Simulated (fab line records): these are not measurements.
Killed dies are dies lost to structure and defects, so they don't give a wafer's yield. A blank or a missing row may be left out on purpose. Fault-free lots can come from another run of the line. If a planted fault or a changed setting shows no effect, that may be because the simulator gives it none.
2 desks, one fault :: flow gf180mcu :: each desk holds nothing but its own numbers, with what lay behind them at the end

FROM THE METROLOGY DESK
What the gauges read, lot by lot, whatever tool the lot ran on: means of the sampled wafers that have a number. Marked OUT: a lot whose mean sits more than 4 standard deviations from the usual mean, which makes it out of limits; the brackets give that distance.
Columns: A = VT_IMPLANT_4_TW at GF_VT_IMPLANT_TW_MEAS_43, usual 689; B = CONTACT_BOW at GF_CONTACT_BOW_MEAS_05, usual 66 um
lot: L251
first seen here: day 7 18:56
A: 683
B: 63

lot: L252
first seen here: day 8 00:37
A: 692
B: 66

lot: L254
first seen here: day 8 14:55
A: 691
B: 64

lot: L255
first seen here: day 8 20:52
A: 689
B: 76

lot: L257
first seen here: day 9 08:58
A: 687
B: 68

lot: L259
first seen here: day 9 23:41
A: 691
B: 66

lot: L260
first seen here: day 10 07:10
A: 691
B: 59

lot: L262
first seen here: day 10 21:50
A: 688
B: 62

lot: L264
first seen here: day 11 13:11
A: 734 (+12) OUT
B: 63

lot: L266
first seen here: day 11 23:20
A: 688
B: 74

lot: L267
first seen here: day 12 07:25
A: 735 (+12) OUT
B: 67

lot: L272
first seen here: day 13 19:37
A: 692
B: 63

lot: L273
first seen here: day 14 02:49
A: 688
B: 61
This desk's finding: out of limits on L264, L267; first on L264, day 11 13:11 (VT_IMPLANT_4_TW at GF_VT_IMPLANT_TW_MEAS_43). L251, L252, L254, L255, L257, L259, L260, L262, L266, L272, L273: within limits.

THE TOOL OWNER'S DESK: implanter-02
The tool's own readings at GF_VT_IMPLANT_IMPLANT_41: means of the sampled wafers that have a number, for each lot that ran on this tool. Marked OUT: a lot whose mean sits more than 4 standard deviations from the usual mean, which makes it out of limits; the brackets give that distance.
Columns: A = beam-on-s at GF_VT_IMPLANT_IMPLANT_41, usual 9.98 s; B = dose-ions-cm2 at GF_VT_IMPLANT_IMPLANT_41, usual 1.013e+12; C = faraday-current-uA at GF_VT_IMPLANT_IMPLANT_41, usual 5.73; D = tilt-deg at GF_VT_IMPLANT_IMPLANT_41, usual 6.996 degrees
lot: L260
first seen here: day 10 06:55
A: 9.98
B: 1.013e+12
C: 5.73
D: 6.997

lot: L262
first seen here: day 10 21:36
A: 10.10
B: 1.014e+12
C: 5.66
D: 7.002

lot: L264
first seen here: day 11 12:57
A: 10.06
B: 1.252e+12 (+99 or more) OUT
C: 7.02 (+13) OUT
D: 6.967

lot: L267
first seen here: day 12 07:10
A: 9.95
B: 1.252e+12 (+99 or more) OUT
C: 7.12 (+14) OUT
D: 6.984
This desk's verdict: out of limits on L264, L267, starting with L264 at day 11 12:57 (dose-ions-cm2 at GF_VT_IMPLANT_IMPLANT_41). L260, L262: within limits.

BROUGHT TOGETHER
The tool owner's desk had the chance to raise an alarm at day 11 12:57 on L264, L267.
Metrology desk: alarm possible at day 11 13:11 on L264, L267.
All the named lots went through GF_VT_IMPLANT_IMPLANT_41 on implanter-02.

WHAT THE SIMULATOR PUT IN
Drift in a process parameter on implanter-02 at GF_VT_IMPLANT_IMPLANT_41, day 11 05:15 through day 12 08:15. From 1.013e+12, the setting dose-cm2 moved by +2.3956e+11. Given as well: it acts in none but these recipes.
Shown lots that were struck: L264, L267.
Fault start to first reading out of limits, in hours, per desk: tool owner, 8; metrology, 8.
